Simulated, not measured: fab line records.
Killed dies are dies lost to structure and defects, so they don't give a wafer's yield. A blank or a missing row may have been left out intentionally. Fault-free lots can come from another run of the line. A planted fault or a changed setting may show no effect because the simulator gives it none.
The tool behind it: which one? :: flow gf180mcu :: 12 lots with 34 wafers sampled at 7 steps, on a route of 602 steps

## WHAT THE GAUGES READ, wafer by wafer
GF_SAB_OVL_MEAS_10. Usual: SAB_OVL gives 1.1 nm (standard deviation 1.5).
lot: L599
measured: day 15 01:40
on: overlay-02
SAB_OVL (nm): 0.1 2.1 1.2
flag: 

lot: L600
measured: day 15 09:20
on: overlay-02
SAB_OVL (nm): 0.7 1.6 2.7
flag: 

lot: L604
measured: day 16 23:24
on: overlay-01
SAB_OVL (nm): 3.4 3.5 4.4
flag: 

lot: L608
measured: day 18 05:59
on: overlay-02
SAB_OVL (nm): -0.8 -0.9 -1.5
flag: 

lot: L609
measured: day 18 19:14
on: overlay-01
SAB_OVL (nm): 1.3 -0.1 2.4
flag: 

lot: L610
measured: day 19 01:19
on: overlay-01
SAB_OVL (nm): 2.3 1.6
flag: 

lot: L611
measured: day 19 12:45
on: overlay-02
SAB_OVL (nm): 2.8 2.5
flag: 

lot: L618
measured: day 22 01:44
on: overlay-01
SAB_OVL (nm): 2.9 3.6 1.3
flag: 

lot: L619
measured: day 22 10:58
on: overlay-01
SAB_OVL (nm): -0.3 -1.1 0.6
flag: 

lot: L620
measured: day 22 12:17
on: overlay-02
SAB_OVL (nm): 1.5 0.2 1.6
flag: 

lot: L621
measured: day 22 21:02
on: overlay-02
SAB_OVL (nm): 2.0 1.2 2.1
flag: 

lot: L622
measured: day 23 00:56
on: overlay-02
SAB_OVL (nm): 3.4 2.4 3.0
flag: 

GF_CONTACT_RS_MEAS_25: the measuring method here is four-point-probe. Usual: CONTACT_W_RS gives 0.381 ohm/sq (standard deviation 0.0038).
lot: L599
measured: day 16 02:20
on: film-metro-03
CONTACT_W_RS (ohm/sq): 0.382 0.369 0.380
flag: 

lot: L600
measured: day 16 10:04
on: film-metro-02
CONTACT_W_RS (ohm/sq): 0.384 0.379 0.387
flag: 

lot: L604
measured: day 18 01:18
on: film-metro-03
CONTACT_W_RS (ohm/sq): 0.385 0.378 0.381
flag: 

lot: L608
measured: day 19 08:49
on: film-metro-04
CONTACT_W_RS (ohm/sq): 0.379 0.381 0.384
flag: 

lot: L609
measured: day 19 22:03
on: film-metro-02
CONTACT_W_RS (ohm/sq): 0.241 0.376 0.378
flag: OFF

lot: L610
measured: day 20 04:12
on: film-metro-04
CONTACT_W_RS (ohm/sq): 0.243 0.384
flag: OFF

lot: L611
measured: day 20 16:09
on: film-metro-03
CONTACT_W_RS (ohm/sq): 0.241 0.379
flag: OFF

lot: L618
measured: day 23 02:43
on: film-metro-04
CONTACT_W_RS (ohm/sq): 0.374 0.374 0.379
flag: 

lot: L619
measured: day 23 12:20
on: film-metro-03
CONTACT_W_RS (ohm/sq): 0.378 0.381 0.383
flag: 

lot: L620
measured: day 23 13:16
on: film-metro-03
CONTACT_W_RS (ohm/sq): 0.380 0.380 0.378
flag: 

lot: L621
measured: day 23 22:01
on: film-metro-04
CONTACT_W_RS (ohm/sq): 0.387 0.384 0.386
flag: 

lot: L622
measured: day 24 01:29
on: film-metro-04
CONTACT_W_RS (ohm/sq): 0.381 0.385 0.383
flag: 

GF_CONTACT_THK_MEAS_26: measures by xrf. Usual: CONTACT_W_THK gives 319 nm (standard deviation 4.4).
lot: L599
measured: day 16 02:26
on: film-metro-03
CONTACT_W_THK (nm): 322 335 325
flag: 

lot: L600
measured: day 16 10:09
on: film-metro-02
CONTACT_W_THK (nm): 316 319 314
flag: 

lot: L604
measured: day 18 01:24
on: film-metro-03
CONTACT_W_THK (nm): 318 326 321
flag: 

lot: L608
measured: day 19 08:55
on: film-metro-04
CONTACT_W_THK (nm): 319 318 312
flag: 

lot: L609
measured: day 19 22:10
on: film-metro-02
CONTACT_W_THK (nm): 513 321 321
flag: OFF

lot: L610
measured: day 20 04:19
on: film-metro-04
CONTACT_W_THK (nm): 511 315
flag: OFF

lot: L611
measured: day 20 16:15
on: film-metro-03
CONTACT_W_THK (nm): 530 323
flag: OFF

lot: L618
measured: day 23 02:50
on: film-metro-04
CONTACT_W_THK (nm): 319 320 318
flag: 

lot: L619
measured: day 23 12:26
on: film-metro-03
CONTACT_W_THK (nm): 323 320 319
flag: 

lot: L620
measured: day 23 13:23
on: film-metro-03
CONTACT_W_THK (nm): 321 321 322
flag: 

lot: L621
measured: day 23 22:08
on: film-metro-04
CONTACT_W_THK (nm): 310 312 310
flag: 

lot: L622
measured: day 24 01:36
on: film-metro-04
CONTACT_W_THK (nm): 317 313 314
flag: 

GF_V2_OVL_MEAS_15. Usual: V2_OVL gives 3 nm (standard deviation 5.8).
lot: L599
measured: day 20 06:01
on: overlay-02
V2_OVL (nm): -5 6 6
flag: 

lot: L600
measured: day 20 15:28
on: overlay-01
V2_OVL (nm): -3 -4 4
flag: 

lot: L604
measured: day 22 06:51
on: overlay-01
V2_OVL (nm): 3 -5 -10
flag: 

lot: L608
measured: day 23 12:43
on: overlay-01
V2_OVL (nm): 7 1 5
flag: 

lot: L609
measured: day 24 00:35
on: overlay-02
V2_OVL (nm): 2 6 5
flag: 

lot: L610
measured: day 24 04:51
on: overlay-02
V2_OVL (nm): 8 -2
flag: 

lot: L611
measured: day 24 15:55
on: overlay-02
V2_OVL (nm): 1 -1
flag: 

lot: L618
measured: day 26 22:33
on: overlay-01
V2_OVL (nm): 2 2 8
flag: 

lot: L619
measured: day 27 06:35
on: overlay-02
V2_OVL (nm): 2 6 2
flag: 

lot: L620
measured: day 27 07:24
on: overlay-01
V2_OVL (nm): 2 7 -5
flag: 

lot: L621
measured: day 27 16:19
on: overlay-02
V2_OVL (nm): -3 1 1
flag: 

lot: L622
measured: day 27 17:29
on: overlay-01
V2_OVL (nm): -1 -8 -1
flag: 

## TOOL THAT RAN EACH LOT (tool first, then ch and the chambers of the sampled wafers, then the start)
lot: L599
GF_CONTACT_CVD_24: cvd-w-02 ch 0,1, day 16 02:14
GF_CONTACT_CMP_27: cmp-01 ch 0,1,2, day 16 02:35
GF_M2_SPUTTER_03: pvd-sputter-01, day 18 03:50

lot: L600
GF_CONTACT_CVD_24: cvd-w-02 ch 0,1, day 16 09:56
GF_CONTACT_CMP_27: cmp-01 ch 0,2,3, day 16 10:20
GF_M2_SPUTTER_03: pvd-sputter-01, day 18 12:28

lot: L604
GF_CONTACT_CVD_24: cvd-w-01 ch 0,1, day 18 01:08
GF_CONTACT_CMP_27: cmp-01 ch 1,2, day 18 01:26
GF_M2_SPUTTER_03: pvd-sputter-03, day 20 06:24

lot: L608
GF_CONTACT_CVD_24: cvd-w-02 ch 0,1, day 19 08:41
GF_CONTACT_CMP_27: cmp-01 ch 1,2,3, day 19 09:07
GF_M2_SPUTTER_03: pvd-sputter-02, day 21 12:55

lot: L609
GF_CONTACT_CVD_24: cvd-w-02 ch 1, day 19 21:57
GF_CONTACT_CMP_27: cmp-01 ch 0,1,3, day 19 22:20
GF_M2_SPUTTER_03: pvd-sputter-01, day 22 02:05

lot: L610
GF_CONTACT_CVD_24: cvd-w-02 ch 1, day 20 04:06
GF_CONTACT_CMP_27: cmp-01 ch 1,3, day 20 04:29
GF_M2_SPUTTER_03: pvd-sputter-01, day 22 06:18

lot: L611
GF_CONTACT_CVD_24: cvd-w-02 ch 1, day 20 16:02
GF_CONTACT_CMP_27: cmp-02 ch 1,2, day 20 16:23
GF_M2_SPUTTER_03: pvd-sputter-03, day 22 17:40

lot: L618
GF_CONTACT_CVD_24: cvd-w-02 ch 0,1, day 23 02:36
GF_CONTACT_CMP_27: cmp-02 ch 0,1, day 23 02:53
GF_M2_SPUTTER_03: pvd-sputter-01, day 25 02:43

lot: L619
GF_CONTACT_CVD_24: cvd-w-01 ch 0,1, day 23 12:13
GF_CONTACT_CMP_27: cmp-02 ch 1,2,3, day 23 12:35
GF_M2_SPUTTER_03: pvd-sputter-03, day 25 11:35

lot: L620
GF_CONTACT_CVD_24: cvd-w-02 ch 0,1, day 23 13:10
GF_CONTACT_CMP_27: cmp-02 ch 0,3, day 23 13:30
GF_M2_SPUTTER_03: pvd-sputter-03, day 25 12:40

lot: L621
GF_CONTACT_CVD_24: cvd-w-02 ch 0,1, day 23 21:55
GF_CONTACT_CMP_27: cmp-02 ch 0,2,3, day 23 22:12
GF_M2_SPUTTER_03: pvd-sputter-03, day 25 21:42

lot: L622
GF_CONTACT_CVD_24: cvd-w-02 ch 0,1, day 24 01:23
GF_CONTACT_CMP_27: cmp-01 ch 0,3, day 24 01:40
GF_M2_SPUTTER_03: pvd-sputter-02, day 25 23:59
- GF_CONTACT_CVD_24: deposits W, target thk 300 nm, time 90.339 s.
- GF_CONTACT_CMP_27: polishes, stops on SiO2, t overpolish 15 s, target thk 0 nm.
- GF_M2_SPUTTER_03: material Ti, target thk 10 nm, time 6.7 s.

## AS READ BY THE TOOLS THEMSELVES (means over the sampled wafers that have a number; for cases with no such wafer, the mark the record gives instead)
GF_CONTACT_CVD_24. Usual: chamber-pressure-Torr 40.00 Torr, standard deviation 0.091; heater-power-w 828 W, standard deviation 38; susceptor-temp-C 400.01 C, standard deviation 0.23.
lot: L599
tool: cvd-w-02
chamber-pressure-Torr (Torr): 39.95
heater-power-w (W): 846
susceptor-temp-C (C): 400.22
flag: 

lot: L600
tool: cvd-w-02
chamber-pressure-Torr (Torr): 39.97
heater-power-w (W): 853
susceptor-temp-C (C): 400.16
flag: 

lot: L604
tool: cvd-w-01
chamber-pressure-Torr (Torr): 39.91
heater-power-w (W): 863
susceptor-temp-C (C): 399.93
flag: 

lot: L608
tool: cvd-w-02
chamber-pressure-Torr (Torr): 39.90
heater-power-w (W): 790
susceptor-temp-C (C): 400.11
flag: 

lot: L609
tool: cvd-w-02
chamber-pressure-Torr (Torr): 40.11
heater-power-w (W): 778
susceptor-temp-C (C): 399.94
flag: 

lot: L610
tool: cvd-w-02
chamber-pressure-Torr (Torr): 39.97
heater-power-w (W): 769
susceptor-temp-C (C): 400.10
flag: 

lot: L611
tool: cvd-w-02
chamber-pressure-Torr (Torr): 39.98
heater-power-w (W): 785
susceptor-temp-C (C): 399.67
flag: 

lot: L618
tool: cvd-w-02
chamber-pressure-Torr (Torr): 39.99
heater-power-w (W): 808
susceptor-temp-C (C): 400.02
flag: 

lot: L619
tool: cvd-w-01
chamber-pressure-Torr (Torr): 39.89
heater-power-w (W): 854
susceptor-temp-C (C): 399.92
flag: 

lot: L620
tool: cvd-w-02
chamber-pressure-Torr (Torr): 39.98
heater-power-w (W): 814
susceptor-temp-C (C): 400.00
flag: 

lot: L621
tool: cvd-w-02
chamber-pressure-Torr (Torr): 39.98
heater-power-w (W): 788
susceptor-temp-C (C): 399.87
flag: 

lot: L622
tool: cvd-w-02
chamber-pressure-Torr (Torr): 40.03
heater-power-w (W): 810
susceptor-temp-C (C): 400.05
flag: 

GF_CONTACT_CMP_27. Usual: edge-zone-pressure-frac 1.000, standard deviation 0.0044; motor-current-A 11.1 A, standard deviation 1.3; slurry-filter-dp-kPa 13.51 kPa, standard deviation 0.15; time-to-endpoint-s 73 s, standard deviation 3.4.
lot: L599
tool: cmp-01
edge-zone-pressure-frac: 1.003
motor-current-A (A): 11.4
slurry-filter-dp-kPa (kPa): 13.33
time-to-endpoint-s (s): 72
flag: 

lot: L600
tool: cmp-01
edge-zone-pressure-frac: 0.996
motor-current-A (A): 11.3
slurry-filter-dp-kPa (kPa): 13.48
time-to-endpoint-s (s): 71
flag: 

lot: L604
tool: cmp-01
edge-zone-pressure-frac: 1.001
motor-current-A (A): 10.4
slurry-filter-dp-kPa (kPa): 13.47
time-to-endpoint-s (s): 74
flag: 

lot: L608
tool: cmp-01
edge-zone-pressure-frac: 1.002
motor-current-A (A): 10.0
slurry-filter-dp-kPa (kPa): 13.56
time-to-endpoint-s (s): 76
flag: 

lot: L609
tool: cmp-01
edge-zone-pressure-frac: 0.999
motor-current-A (A): 10.4
slurry-filter-dp-kPa (kPa): 13.54
time-to-endpoint-s (s): 85
flag: OFF

lot: L610
tool: cmp-01
edge-zone-pressure-frac: 1.003
motor-current-A (A): 9.9
slurry-filter-dp-kPa (kPa): 13.54
time-to-endpoint-s (s): 94
flag: OFF

lot: L611
tool: cmp-02
edge-zone-pressure-frac: 0.999
motor-current-A (A): 11.3
slurry-filter-dp-kPa (kPa): 13.46
time-to-endpoint-s (s): 92
flag: OFF

lot: L618
tool: cmp-02
edge-zone-pressure-frac: 1.005
motor-current-A (A): 11.6
slurry-filter-dp-kPa (kPa): 13.40
time-to-endpoint-s (s): 77
flag: 

lot: L619
tool: cmp-02
edge-zone-pressure-frac: 1.002
motor-current-A (A): 11.9
slurry-filter-dp-kPa (kPa): 13.59
time-to-endpoint-s (s): 71
flag: 

lot: L620
tool: cmp-02
edge-zone-pressure-frac: 1.004
motor-current-A (A): 11.4
slurry-filter-dp-kPa (kPa): 13.43
time-to-endpoint-s (s): 74
flag: 

lot: L621
tool: cmp-02
edge-zone-pressure-frac: 1.002
motor-current-A (A): 11.0
slurry-filter-dp-kPa (kPa): 13.54
time-to-endpoint-s (s): 68
flag: 

lot: L622
tool: cmp-01
edge-zone-pressure-frac: 1.001
motor-current-A (A): 10.6
slurry-filter-dp-kPa (kPa): 13.50
time-to-endpoint-s (s): 73
flag: 

GF_M2_SPUTTER_03. Usual: throttle-valve-pct 30.5 %, standard deviation 0.82.
lot: L599
tool: pvd-sputter-01
throttle-valve-pct (%): 30.2
flag: 

lot: L600
tool: pvd-sputter-01
throttle-valve-pct (%): 30.2
flag: 

lot: L604
tool: pvd-sputter-03
throttle-valve-pct (%): 31.2
flag: 

lot: L608
tool: pvd-sputter-02
throttle-valve-pct (%): 29.4
flag: 

lot: L609
tool: pvd-sputter-01
throttle-valve-pct (%): 29.9
flag: 

lot: L610
tool: pvd-sputter-01
throttle-valve-pct (%): 30.0
flag: 

lot: L611
tool: pvd-sputter-03
throttle-valve-pct (%): 30.6
flag: 

lot: L618
tool: pvd-sputter-01
throttle-valve-pct (%): 30.5
flag: 

lot: L619
tool: pvd-sputter-03
throttle-valve-pct (%): 31.0
flag: 

lot: L620
tool: pvd-sputter-03
throttle-valve-pct (%): 30.7
flag: 

lot: L621
tool: pvd-sputter-03
throttle-valve-pct (%): 30.9
flag: 

lot: L622
tool: pvd-sputter-02
throttle-valve-pct (%): 30.4
flag: 

## THE ANSWER, worked out from the rows above alone
Rule: take the mean of a lot's wafers that have a number; if it is more than 3 standard deviations from the usual mean, the lot is off. A lot without any number at a reading at which 4 lots or more have one is off too. All remaining lots with rows at the step are treated as sound. Order of review: gauges by route order, followed by the tools' own readings, for which a lot's mean as printed above is used. At the first step where some lot is off, the reading lying furthest off is the one used; lots without a number count as furthest.
Off: L609, L610, L611, at GF_CONTACT_RS_MEAS_25 (CONTACT_W_RS).
A tool fits if, at a process step before that reading, it ran every lot that is off, and no sound lot after the first of them. The gauges at GF_CONTACT_RS_MEAS_25 aren't tried: what is off there is off at GF_CONTACT_CMP_27 too, on other tools, and a gauge's error can't cause that. None of those tried fits.

## WHAT HAD BEEN PUT IN BY THE SIMULATOR
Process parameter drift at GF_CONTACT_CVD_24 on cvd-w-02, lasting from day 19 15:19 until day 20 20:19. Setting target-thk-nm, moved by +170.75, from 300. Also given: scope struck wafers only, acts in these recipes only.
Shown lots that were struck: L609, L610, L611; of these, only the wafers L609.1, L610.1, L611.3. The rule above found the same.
